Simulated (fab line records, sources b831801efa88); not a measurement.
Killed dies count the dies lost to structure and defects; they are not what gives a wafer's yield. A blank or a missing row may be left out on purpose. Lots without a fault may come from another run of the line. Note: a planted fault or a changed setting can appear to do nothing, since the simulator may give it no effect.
Split-lot study ; flow sfq line ; route with 325 steps; 5 lots, 23 wafers read

## THE SPLIT
At SFQ_TRILAYER_M6_ETCH_METAL_ETCH_162 (etches Nb in Cl2/Ar, stops on SiO2, target depth 240 nm, time 120 s), the setting icp w was moved away from the recipe's 600 W on 9 of the 23 wafers read, by -10.8% to +4.8%. All remaining wafers had this setting at the recipe value.

The reading is taken at the split's own step.

## THE READING
KrF_of_TRILAYER_M6_LITHO_COAT_159.thk nm (the simulator's own value, which no gauge read), in nm, at SFQ_TRILAYER_M6_ETCH_METAL_ETCH_162 (etches Nb in Cl2/Ar, stops on SiO2, target depth 240 nm, time 120 s). There is no usual value for it anywhere in the file. The 14 wafers here that ran the recipe average 383.7 nm, standard deviation 2.8 nm.

wafer;tool, chamber at the split;icp w as run, W;against the recipe;KrF_of_TRILAYER_M6_LITHO_COAT_159.thk nm, nm;against lot-mates on the recipe
L076.1;rie metal-04, 0;567.8;-5.4%;387.6;+5.5
L076.2;rie metal-04, 1;600;recipe;381;-
L076.3;rie metal-04, 1;600;recipe;383.2;-
L076.4;rie metal-04, 0;567.8;-5.4%;387.5;+5.4
L076.6;rie metal-04, 1;600;recipe;382;-
L078.1;rie metal-01, 0;600;recipe;380.8;-
L078.6;rie metal-01, 0;600;recipe;380.8;-
L078.2;rie metal-01, 1;600;recipe;384.8;-
L078.4;rie metal-01, 0;560.4;-6.6%;389.7;+7.6
L078.5;rie metal-01, 1;560.4;-6.6%;393.2;+11.1
L079.2;rie metal-04, 1;629;+4.8%;375.3;-6.8
L079.3;rie metal-04, 0;629;+4.8%;377.1;-4.9
L079.4;rie metal-04, 1;600;recipe;381.1;-
L079.5;rie metal-04, 1;600;recipe;383;-
L079.6;rie metal-04, 0;629;+4.8%;375.7;-6.4
L080.3;rie metal-01, 0;600;recipe;382.5;-
L080.5;rie metal-01, 1;600;recipe;389.6;-
L080.6;rie metal-01, 0;600;recipe;384.5;-
L084.1;rie metal-01, 1;600;recipe;389.6;-
L084.2;rie metal-01, 0;600;recipe;384.8;-
L084.3;rie metal-01, 0;535.1;-10.8%;399.5;+13.3
L084.5;rie metal-01, 0;600;recipe;384.2;-
L084.6;rie metal-01, 1;535.1;-10.8%;403.7;+17.5

FIT RESULTS
A straight line over all 23 wafers: KrF_of_TRILAYER_M6_LITHO_COAT_159.thk nm changes by -1.46 nm for each +1% of icp w; r = -0.91; the points scatter about the line by 2.9 nm.
The same after taking each lot's own level away (the mean of its wafers on the recipe; 23 wafers): -1.34 nm for each +1%; r = -0.95; scatter 2 nm.
On that fit, the largest move of icp w shifts the reading by 14 nm.
Measured against the standard deviation above, the lots' own levels, which go from 382.05 to 386.20 nm, span 1.5 times it.
Consequently the slope shifts little with the lot-to-lot level, the two slopes agreeing.
Check: with one of the wafers moved furthest among these (-10.8%) left out of the fit, the line predicts +15 nm for it against its lot-mates. It came out at +13.3 nm against them.

## FURTHER SPLITS ON THESE WAFERS
Note: prior to the reading, these wafers also went through further splits. Each is held against what the fit with the lots' levels taken away leaves over:
other split on the same wafers;wafers away from the commonest value;r with KrF_of_TRILAYER_M6_LITHO_COAT_159.thk nm (lot level and that fit taken away)
SFQ_TRILAYER_JJ_CE_LITHO_EXPOSE_115 dose mj;5;+0.03
SFQ_TRILAYER_M5_LITHO_COAT_128 spin rpm;6;-0.19
SFQ_TRILAYER_M5_ETCH_METAL_ETCH_126 time s;6;+0.02
SFQ_TRILAYER_R5_LITHO_COAT_141 spin rpm;8;-0.02
SFQ_TRILAYER_R5_BARC_OPEN_METAL_ETCH_177 time s;7;-0.25
SFQ_TRILAYER_I5_LITHO_COAT_149 resist thk nm;6;+0.10
SFQ_TRILAYER_I5_BARC_OPEN_VIA_ETCH_200 pressure mtorr;10;+0.14
SFQ_TRILAYER_C5_LITHO_COAT_156 spin rpm;12;-0.20

## FILE'S OWN FIT
KrF_of_TRILAYER_M6_LITHO_COAT_159.thk nm changes by -1.35 nm for each +1% of icp w, r = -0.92.
